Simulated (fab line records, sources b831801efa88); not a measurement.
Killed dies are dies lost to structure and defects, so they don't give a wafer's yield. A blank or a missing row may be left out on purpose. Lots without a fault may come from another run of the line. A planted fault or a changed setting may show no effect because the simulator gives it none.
Chamber matching | flow sky130 | SKY_FIELD_ISO_ETCH_17 on rie_si-01: 4 sister chambers
The step etches Si in HBr/Cl2/O2, target depth 342 nm, time 97.7 s. 14 wafers are shown with their chamber, then 7 later ones without.

WAFERS WITH THEIR CHAMBER
wafer  | chamber | drypump_motor_current_A (A) | throttle_valve_pct (%) | rf_fwd_power_W (W)
L735.1 | 1       | 6.2                         | 25.661                 | 595.8
L735.4 | 0       | 6.1                         | 25.642                 | 598.3
L735.6 | 3       | 5.6                         | 25.665                 | 594.9
L736.1 | 2       | 5.6                         | 25.651                 | 598.6
L736.5 | 1       | 6.1                         | 25.651                 | 599.9
L736.6 | 2       | 5.6                         | 25.656                 | 599.0
L738.1 | 1       | 6.1                         | 25.653                 | 600.8
L738.4 | 0       | 6.1                         | 25.648                 | 593.9
L738.5 | 1       | 6.1                         | 25.669                 | 597.5
L740.1 | 3       | 5.6                         | 25.677                 | 593.4
L740.4 | 1       | 6.1                         | 25.652                 | 595.9
L740.5 | 0       | 6.1                         | 25.652                 | 598.9
L742.3 | 2       | 5.6                         | 25.645                 | 596.9
L742.4 | 1       | 6.2                         | 25.650                 | 596.1

SIGNATURES (means of the wafers above)
reading                 | chamber 0 | chamber 1 | chamber 2 | chamber 3 | scatter within a chamber
drypump_motor_current_A | 6.100     | 6.133     | 5.600     | 5.600     | 0.0365
throttle_valve_pct      | 25.64733  | 25.65600  | 25.65067  | 25.67100  | 0.00681
rf_fwd_power_W          | 597.033   | 597.667   | 598.167   | 594.150   | 2.06
Rule: a wafer's distance from a chamber is the root of the sum, over the readings, of the square of ((its reading less the chamber's mean) divided by the reading's scatter). The wafer belongs to the nearest chamber; if the next one is less than 2 further off, it can't be placed. The scatter: the root of (the sum of the squares of (reading less its chamber's mean) over the shown wafers, divided by (wafers less chambers)).

WAFERS WITHOUT THEIR CHAMBER
wafer  | drypump_motor_current_A (A) | throttle_valve_pct (%) | rf_fwd_power_W (W)
L742.6 | 6.1                         | 25.650                 | 595.2
L747.2 | 5.7                         | 25.665                 | 595.6
L747.4 | 5.6                         | 25.676                 | 595.3
L747.6 | 6.0                         | 25.653                 | 596.1
L755.1 | 5.6                         | 25.656                 | 598.1
L755.4 | 6.1                         | 25.655                 | 595.8
L755.6 | 5.6                         | 25.645                 | 594.4

WHICH CHAMBER EACH WENT THROUGH
wafer  | from the rows above     | in truth
L742.6 | can't be placed: 0 or 1 | 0
L747.2 | can't be placed: 3 or 2 | 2
L747.4 | 3                       | 3
L747.6 | can't be placed: 0 or 1 | 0
L755.1 | 2                       | 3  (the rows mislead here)
L755.4 | can't be placed: 0 or 1 | 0
L755.6 | can't be placed: 2 or 3 | 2
Placed correctly: 1 of 7. Can't be placed from these rows: 5 (the true chamber is among the candidates in 5). Placed wrongly: 1.
